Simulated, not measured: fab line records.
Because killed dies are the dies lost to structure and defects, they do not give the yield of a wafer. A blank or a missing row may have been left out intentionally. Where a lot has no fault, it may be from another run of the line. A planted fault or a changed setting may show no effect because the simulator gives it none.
Comparing a struck lot with a sound one :: flow gf180mcu :: 14 out of 602 route steps
Sound: the wafers L476.1, L476.2, L476.6. Wafers struck: L483.1, L483.2, L483.6. At the end, the cause is stated.
For every step that has rows: the tool of each side, followed by ch and its chambers, followed by its first start. Under that, the readings that differ: sound wafers :: struck wafers :: difference of the means :: sigmas: that difference in standard deviations of wafers without a fault.
alike: readings whose means differ by less than 2 such deviations, and words and numbers that are the same on both sides. not compared: withheld readings, readings that some wafer has no value for, bounds like >300 that may hide the same value, and numbers for which the record gives no deviation and whose values overlap.
Wherever a step has rows on one side only, a row that says differs or no value, or a row with sigmas, the two part there. Non-overlapping numbers with no deviation appear without sigmas and do not part them. Lack of a reading on every wafer of one side parts them only where that side has two or more wafers.

GF_V1_CD_MEAS_14: target cd 260 nm.
  sound on cd-sem-02 at day 18 19:44; struck on cd-sem-02 at day 21 19:58
  alike: cd-nm
GF_V1_OVL_MEAS_15:
  sound on overlay-02 at day 18 19:52; struck on overlay-02 at day 21 20:05
  alike: V1_OVL
GF_V1_ETCH_16: etches BARC in N2/H2.
  sound on rie-diel-04 ch 1,2, day 18 19:53; struck on rie-diel-03 ch 0,1,3, day 21 20:07
  alike: drypump-motor-current-A, oes-product-au, throttle-valve-pct
GF_V1_ETCH_17: etches SiO2 in C4F8/O2/Ar, stops on TiN, target depth 630 nm.
  sound on rie-diel-04 ch 1,2; struck on rie-diel-03 ch 0,1,3
  alike: oes-product-au
GF_V1_STRIP_18: strips in O2/N2.
  sound on plasma-asher-03 ch 0,1, day 18 20:01; struck on plasma-asher-03 ch 0,1, day 21 20:15
  alike: drypump-motor-current-A, heater-power-w, oes-product-au
  not compared: rf-hours-counter-h
then, 2 steps without rows for these wafers: GF_V1_STRIP_19 (strips in post etch residue remover, time 1200 s); GF_V1_CLEAN_20 (cleans in DIW).
GF_V1_SPUTTER_21: material Ti, target thk 15 nm, time 80.02 s.
  sound on pvd-sputter-02 at day 18 20:58; struck on pvd-sputter-04 at day 21 20:47
  alike: cathode-dc-power-W, throttle-valve-pct
then, 1 step without rows for these wafers: GF_V1_SPUTTER_22 (material TiN, target thk 10 nm, time 40 s).
GF_V1_CVD_23: deposits W, target thk 350 nm, time 105.05 s.
  sound on cvd-w-01 ch 0,1, day 18 21:04; struck on cvd-w-02 ch 0,1, day 21 20:53
  alike: heater-power-w
GF_V1_RS_MEAS_24: uses a four-point probe to measure.
  sound on film-metro-04 at day 18 21:10; struck on film-metro-02 at day 21 20:59
  alike: V1_W_RS
GF_V1_THK_MEAS_25: measures by xrf.
  sound on film-metro-04 at day 18 21:17; struck on film-metro-02 at day 21 21:07
  alike: V1_W_THK
GF_V1_CMP_26: polishes, stops on SiO2, t overpolish 15 s, target thk 0 nm.
  sound on cmp-02 ch 0,1,2, day 18 21:21; struck on cmp-01 ch 0,2,3, day 21 21:13
  no value came back on the struck wafers for any of 5 readings (edge-zone-pressure-frac, head-pressure-psi (psi) and others); on the sound wafers edge-zone-pressure-frac reads 0.994 1.005 0.993
reading: model.W_of_V1_CVD_23.thk-nm (nm)
sound: 0 0 0
struck: 348.4 346.7 349.7
difference: +348.3
sigmas: 

reading: model.SiO2_of_V1_CVD_02.thk-nm (nm)
sound: 627.1 627.1 628.9
struck: 631.8 631.4 632.5
difference: +4.2
sigmas: 
-- the record jumps here: 10 days lie between the struck wafers' starts before and after (it left off in module V1 and takes up again in module PASSIVATION, whose first step shown is number 602 of the route) --
GF_PASSIVATION_PROBE_99:
  only the struck wafers here have rows in the record (prober-02, day 31 21:53); the sound ones have none

== WHERE THEY PART ==
First at GF_V1_CMP_26; last, within this record, at GF_PASSIVATION_PROBE_99.

WHY: whatever the simulator had introduced
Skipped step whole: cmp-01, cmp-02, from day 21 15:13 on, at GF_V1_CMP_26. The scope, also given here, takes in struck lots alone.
